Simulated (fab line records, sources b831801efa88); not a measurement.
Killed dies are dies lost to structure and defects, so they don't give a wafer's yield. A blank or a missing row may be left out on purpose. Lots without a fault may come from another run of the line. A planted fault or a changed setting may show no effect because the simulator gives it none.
Chamber matching | flow gf180mcu | GF_V3_CMP_26 on cmp-02: 4 sister chambers
The step polishes, stops on SiO2, t overpolish 15 s, target thk 0 nm. 15 wafers are shown with their chamber, then 7 later ones without.

WAFERS WITH THEIR CHAMBER
wafer  | chamber | time_to_endpoint_s (s) | motor_current_A (A) | overpolish_run_s (s)
L255.1 | 2       | 77                     | 10.3                | 14.998
L255.2 | 1       | 81                     | 11.4                | 15.000
L255.3 | 0       | 79                     | 11.9                | 14.996
L260.1 | 0       | 79                     | 10.7                | 15.005
L260.3 | 1       | 84                     | 11.2                | 15.005
L260.6 | 1       | 82                     | 11.4                | 14.981
L261.2 | 0       | 84                     | 11.4                | 15.014
L261.4 | 1       | 81                     | 11.4                | 15.008
L264.3 | 1       | 86                     | 12.2                | 14.998
L264.6 | 3       | 86                     | 10.3                | 15.008
L273.2 | 0       | 82                     | 11.3                | 15.011
L273.3 | 3       | 84                     | 10.9                | 15.000
L273.6 | 0       | 83                     | 11.6                | 15.005
L275.2 | 3       | 86                     | 10.6                | 14.997
L275.3 | 1       | 82                     | 11.5                | 14.987

SIGNATURES (means of the wafers above)
reading            | chamber 0 | chamber 1 | chamber 2 | chamber 3 | scatter within a chamber
time_to_endpoint_s | 81.40     | 82.67     | 77.00     | 85.33     | 1.98
motor_current_A    | 11.380    | 11.517    | 10.300    | 10.600    | 0.379
overpolish_run_s   | 15.00620  | 14.99650  | 14.99800  | 15.00167  | 0.00855
Rule: a wafer's distance from a chamber is the root of the sum, over the readings, of the square of ((its reading less the chamber's mean) divided by the reading's scatter). The wafer belongs to the nearest chamber; if the next one is less than 2 further off, it can't be placed. The scatter: the root of (the sum of the squares of (reading less its chamber's mean) over the shown wafers, divided by (wafers less chambers)).

WAFERS WITHOUT THEIR CHAMBER
wafer  | time_to_endpoint_s (s) | motor_current_A (A) | overpolish_run_s (s)
L275.4 | 87                     | 11.1                | 15.005
L276.1 | 84                     | 12.4                | 15.005
L276.2 | 84                     | 9.7                 | 14.986
L276.3 | 81                     | 12.0                | 15.001
L277.1 | 85                     | 11.3                | 14.991
L277.4 | 88                     | 10.1                | 15.006
L277.6 | 86                     | 10.1                | 14.989

WHICH CHAMBER EACH WENT THROUGH
wafer  | from the rows above          | in truth
L275.4 | can't be placed: 3 or 1 or 0 | 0
L276.1 | can't be placed: 1 or 0      | 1
L276.2 | can't be placed: 3 or 2 or 1 | 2
L276.3 | can't be placed: 1 or 0      | 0
L277.1 | can't be placed: 1 or 3 or 0 | 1
L277.4 | 3                            | 3
L277.6 | 3                            | 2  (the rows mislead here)
Placed correctly: 1 of 7. Can't be placed from these rows: 5 (the true chamber is among the candidates in 5). Placed wrongly: 1.
